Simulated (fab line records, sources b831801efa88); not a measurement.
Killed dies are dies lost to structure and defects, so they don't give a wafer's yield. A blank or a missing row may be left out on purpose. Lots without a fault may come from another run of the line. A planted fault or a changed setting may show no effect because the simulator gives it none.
Which tool did it? | flow gf180mcu | 13 lots, 39 wafers sampled, at 5 steps of a route of 602

WHAT THE GAUGES READ, wafer by wafer
GF_POLY_GATE_OVL_MEAS_11. Usual: POLY_GATE_OVL -3 nm, standard deviation 4.8.
lot  | measured     | on         | POLY_GATE_OVL (nm) | flag
L264 | day 9 12:46  | overlay-01 | 3 2 -5             |
L266 | day 10 04:19 | overlay-01 | -6 -2 -3           |
L267 | day 10 11:18 | overlay-02 | 2 7 -2             |
L268 | day 10 17:19 | overlay-01 | -4 -8 -4           |
L270 | day 11 05:01 | overlay-01 | 2 -1 -9            |
L271 | day 11 13:41 | overlay-01 | 0 0 7              |
L274 | day 12 16:19 | overlay-01 | -3 -5 -2           |
L277 | day 13 18:04 | overlay-02 | -2 -2 -4           |
L276 | day 13 19:10 | overlay-02 | 0 -9 -5            |
L279 | day 14 08:51 | overlay-02 | -13 -16 -8         |
L283 | day 15 06:28 | overlay-01 | 3 5 1              |
L284 | day 15 11:46 | overlay-02 | 1 1 -3             |
L286 | day 16 07:27 | overlay-01 | -13 -6 -3          |

GF_HV_LDD_CD_MEAS_46: target cd 400 nm. Usual: cd_nm 399.3 nm, standard deviation 2.2.
lot  | measured     | on        | cd_nm (nm)        | flag
L264 | day 12 17:09 | cd_sem-02 | 396.5 398.9 397.4 |
L266 | day 13 11:06 | cd_sem-01 | 405.1 403.9 403.9 |
L267 | day 13 19:11 | cd_sem-01 | 402.2 400.1 400.0 |
L268 | day 14 01:32 | cd_sem-02 | 401.2 401.9 402.4 |
L270 | day 14 15:21 | cd_sem-01 | 398.3 400.3 401.7 |
L271 | day 15 01:12 | cd_sem-01 | 395.4 397.6 396.4 |
L274 | day 16 06:05 | cd_sem-02 | 401.6 400.9 400.6 |
L277 | day 17 12:43 | cd_sem-02 | - - -             | OFF
L276 | day 17 15:14 | cd_sem-02 | - - -             | OFF
L279 | day 18 06:02 | cd_sem-01 | 397.9 399.8 397.1 |
L283 | day 19 04:02 | cd_sem-01 | 403.9 401.7 402.6 |
L284 | day 19 11:09 | cd_sem-02 | 398.6 398.0 400.0 |
L286 | day 20 09:14 | cd_sem-02 | 396.9 399.3 396.5 |

WHICH TOOL RAN EACH LOT (tool, then ch and the chambers of the sampled wafers, then the start)
lot  | GF_VT_IMPLANT_RTA_45             | GF_DUAL_GATE_SOFTBAKE_07          | GF_HV_LDD_COAT_41
L264 | rtp_anneal-01 ch 0, day 7 21:12  | litho_track-04 ch 0, day 8 08:09  | litho_track-03 ch 0, day 12 07:02
L266 | rtp_anneal-02 ch 0, day 8 12:49  | litho_track-03 ch 0, day 8 23:49  | litho_track-03 ch 0, day 13 00:25
L267 | rtp_anneal-02 ch 0, day 8 19:03  | litho_track-04 ch 0, day 9 05:36  | litho_track-01 ch 0, day 13 08:51
L268 | rtp_anneal-01 ch 0, day 8 22:33  | litho_track-03 ch 0, day 9 08:53  | litho_track-03 ch 0, day 13 15:14
L270 | rtp_anneal-02 ch 0, day 9 10:29  | litho_track-03 ch 0, day 9 21:20  | litho_track-03 ch 0, day 14 04:26
L271 | rtp_anneal-02 ch 0, day 9 19:21  | litho_track-04 ch 0, day 10 07:11 | litho_track-03 ch 0, day 14 13:53
L274 | rtp_anneal-01 ch 0, day 10 19:44 | litho_track-01 ch 0, day 11 07:03 | litho_track-02 ch 0, day 15 18:24
L277 | rtp_anneal-02 ch 0, day 11 21:13 | litho_track-01 ch 0, day 12 09:11 | litho_track-01, day 17 01:05
L276 | rtp_anneal-01 ch 0, day 11 21:44 | litho_track-01 ch 0, day 12 10:03 | litho_track-02, day 17 03:45
L279 | rtp_anneal-02 ch 0, day 12 08:26 | litho_track-04 ch 0, day 12 22:11 | litho_track-01 ch 0, day 17 17:51
L283 | rtp_anneal-01 ch 0, day 13 06:11 | litho_track-01 ch 0, day 13 18:30 | litho_track-02 ch 0, day 18 16:09
L284 | rtp_anneal-02 ch 0, day 13 10:10 | litho_track-03 ch 0, day 13 22:37 | litho_track-01 ch 0, day 18 23:17
L286 | rtp_anneal-01 ch 0, day 14 03:41 | litho_track-01 ch 0, day 14 18:06 | litho_track-01 ch 0, day 19 20:48
- GF_VT_IMPLANT_RTA_45: time 30 s.
- GF_DUAL_GATE_SOFTBAKE_07: time 62.44 s.
- GF_HV_LDD_COAT_41: resist thk 1000 nm.

WHAT THE TOOLS THEMSELVES READ (means of the sampled wafers that have a number; where no wafer has one, the mark that the record gives instead)
GF_VT_IMPLANT_RTA_45. Usual: lamp_power_pct 38.2 %, standard deviation 1.5; wafer_temp_C_max 1054.2, standard deviation 1.
lot  | tool          | lamp_power_pct (%) | wafer_temp_C_max | flag
L264 | rtp_anneal-01 | 36.4               | 1053.6           |
L266 | rtp_anneal-02 | 39.6               | 1054.2           |
L267 | rtp_anneal-02 | 39.5               | 1055.3           |
L268 | rtp_anneal-01 | 36.5               | 1052.9           |
L270 | rtp_anneal-02 | 39.5               | 1054.3           |
L271 | rtp_anneal-02 | 39.6               | 1054.9           |
L274 | rtp_anneal-01 | 36.4               | 1053.6           |
L277 | rtp_anneal-02 | 39.5               | 1054.5           |
L276 | rtp_anneal-01 | 36.4               | 1053.4           |
L279 | rtp_anneal-02 | 39.6               | 1055.5           |
L283 | rtp_anneal-01 | 36.4               | 1053.9           |
L284 | rtp_anneal-02 | 39.6               | 1054.8           |
L286 | rtp_anneal-01 | 36.5               | 1053.8           |

GF_DUAL_GATE_SOFTBAKE_07. Usual: chill_plate_temp_C 22.98 C, standard deviation 0.098; plate_sensor_t_centre_C 90.758 C, standard deviation 0.01; plate_sensor_t_edge_C 90.830 C, standard deviation 0.01; softbake_temp_c 90.01 C, standard deviation 0.14.
lot  | tool           | chill_plate_temp_C (C) | plate_sensor_t_centre_C (C) | plate_sensor_t_edge_C (C) | softbake_temp_c (C) | flag
L264 | litho_track-04 | 22.84                  | 90.750                      | 90.826                    | 89.91               |
L266 | litho_track-03 | 22.99                  | 90.757                      | 90.833                    | 90.10               |
L267 | litho_track-04 | 22.89                  | 90.752                      | 90.827                    | 89.95               |
L268 | litho_track-03 | 22.99                  | 90.751                      | 90.842                    | 90.10               |
L270 | litho_track-03 | 23.02                  | 90.752                      | 90.833                    | 90.11               |
L271 | litho_track-04 | 22.95                  | 90.759                      | 90.822                    | 90.06               |
L274 | litho_track-01 | 23.01                  | 90.772                      | 90.830                    | 90.21               |
L277 | litho_track-01 | 22.98                  | 90.755                      | 90.828                    | 89.91               |
L276 | litho_track-01 | 22.98                  | 90.767                      | 90.827                    | 90.10               |
L279 | litho_track-04 | 22.95                  | 90.765                      | 90.824                    | 90.09               |
L283 | litho_track-01 | 22.85                  | 90.755                      | 90.841                    | 90.04               |
L284 | litho_track-03 | 23.01                  | 90.753                      | 90.828                    | 89.85               |
L286 | litho_track-01 | 23.06                  | 90.748                      | 90.828                    | 90.11               |

GF_HV_LDD_COAT_41. Usual: chill_plate_temp_C 23.01 C, standard deviation 0.11; dispense_pressure_kPa 49 kPa, standard deviation 3.5.
lot  | tool           | chill_plate_temp_C (C) | dispense_pressure_kPa (kPa) | flag
L264 | litho_track-03 | 22.91                  | 45                          |
L266 | litho_track-03 | 22.92                  | 45                          |
L267 | litho_track-01 | 22.99                  | 50                          |
L268 | litho_track-03 | 23.01                  | 45                          |
L270 | litho_track-03 | 23.08                  | 45                          |
L271 | litho_track-03 | 23.21                  | 45                          |
L274 | litho_track-02 | 22.97                  | 53                          |
L277 | litho_track-01 | -                      | -                           | OFF
L276 | litho_track-02 | -                      | -                           | OFF
L279 | litho_track-01 | 23.01                  | 50                          |
L283 | litho_track-02 | 22.97                  | 54                          |
L284 | litho_track-01 | 23.10                  | 50                          |
L286 | litho_track-01 | 22.88                  | 50                          |

THE ANSWER, worked out from the rows above alone
Rule: a lot is off if the mean of its wafers that have a number lies more than 3 standard deviations from the usual mean. A lot without any number at a reading at which 4 lots or more have one is off too. The other lots that the step has rows for count as sound. The gauges are gone through in route order, then the tools' own readings, and for those a lot's mean is taken as printed above. The first step at which some lot is off is used, and at that step the reading that is off furthest; a lot without a number counts as furthest.
Off: L277, L276, at GF_HV_LDD_CD_MEAS_46 (cd_nm). Without a number there: L277, L276.
A tool fits if, at a process step before that reading, it ran every lot that is off, and no sound lot after the first of them. The gauges at GF_HV_LDD_CD_MEAS_46 aren't tried: what is off there is off at GF_HV_LDD_COAT_41 too, on other tools, and a gauge's error can't cause that. None of those tried fits.

WHAT THE SIMULATOR HAD PUT IN
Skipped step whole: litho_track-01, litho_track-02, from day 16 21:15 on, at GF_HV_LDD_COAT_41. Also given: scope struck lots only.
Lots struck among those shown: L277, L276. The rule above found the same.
